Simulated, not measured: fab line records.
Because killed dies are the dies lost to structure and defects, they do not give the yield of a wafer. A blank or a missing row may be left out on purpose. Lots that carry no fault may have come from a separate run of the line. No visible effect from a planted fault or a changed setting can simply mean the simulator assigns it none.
What tool caused it?	flow sky130	Sampling: 6 lots, 18 wafers, 3 of 708 route steps

## WHAT EACH GAUGE READ, for each wafer
SKY_LDD_P_TW_MEAS_11.
lot	measured	on	LDD_P_TW
L585	day 19 21:43	filmMetro-02	637 641 639
L587	day 21 03:26	filmMetro-02	641 639 640
L598	day 24 06:36	filmMetro-02	577 576 576
L601	day 25 02:59	filmMetro-01	623 625 628
L603	day 25 22:35	filmMetro-01	631 624 624
L606	day 27 04:41	filmMetro-03	635 635 638

## TOOL THAT RAN EACH LOT (tool first, then ch and the chambers of the sampled wafers, then the start)
lot	SKY_NWELL_STRIP_14	SKY_LDD_P_IMPLANT_09
L585	plasmaAsher-02 ch 0, day 5 06:13	implanter-02 ch 0, day 19 21:26
L587	plasmaAsher-02 ch 0,1, day 6 00:07	implanter-04 ch 0, day 21 03:11
L598	plasmaAsher-02 ch 0,1, day 7 23:59	implanter-04 ch 0, day 24 06:23
L601	plasmaAsher-01 ch 0,1, day 8 16:45	implanter-01 ch 0, day 25 02:46
L603	plasmaAsher-03 ch 0,1, day 9 05:46	implanter-01 ch 0, day 25 22:21
L606	plasmaAsher-01 ch 0,1, day 10 04:46	implanter-01 ch 0, day 27 04:26
- SKY_NWELL_STRIP_14: strips in O2/N2.
- SKY_LDD_P_IMPLANT_09

## THE ANSWER, worked out from the rows above alone
Rule: the lots themselves supply what counts as usual. Put in order of their means at a reading, lots are off if they are a third of the lots or fewer, leave a main group of 4 or more, and stand apart from it by a gap of 3 or more times the standard deviation of the main group's means; of several such gaps the widest counts. Not used: any main group whose means are identical at the precision the tables above print for the reading. A lot without any number at a reading at which 4 lots or more have one is off too. The other lots that the step has rows for count as sound.
Off: L598, seen at SKY_LDD_P_TW_MEAS_11 (LDD_P_TW). Mean 633 and standard deviation 6.3 in the main group.
If a tool, at a process step before that reading, ran all the lots that are off and no sound lot after the first of them, it fits. The gauges at SKY_LDD_P_TW_MEAS_11 are tried like those tools. Can't be told from this: 3 tools fit, plasmaAsher-02 at SKY_NWELL_STRIP_14, implanter-04 at SKY_LDD_P_IMPLANT_09, filmMetro-02 at SKY_LDD_P_TW_MEAS_11.

## WHAT THE SIMULATOR HAD PUT IN
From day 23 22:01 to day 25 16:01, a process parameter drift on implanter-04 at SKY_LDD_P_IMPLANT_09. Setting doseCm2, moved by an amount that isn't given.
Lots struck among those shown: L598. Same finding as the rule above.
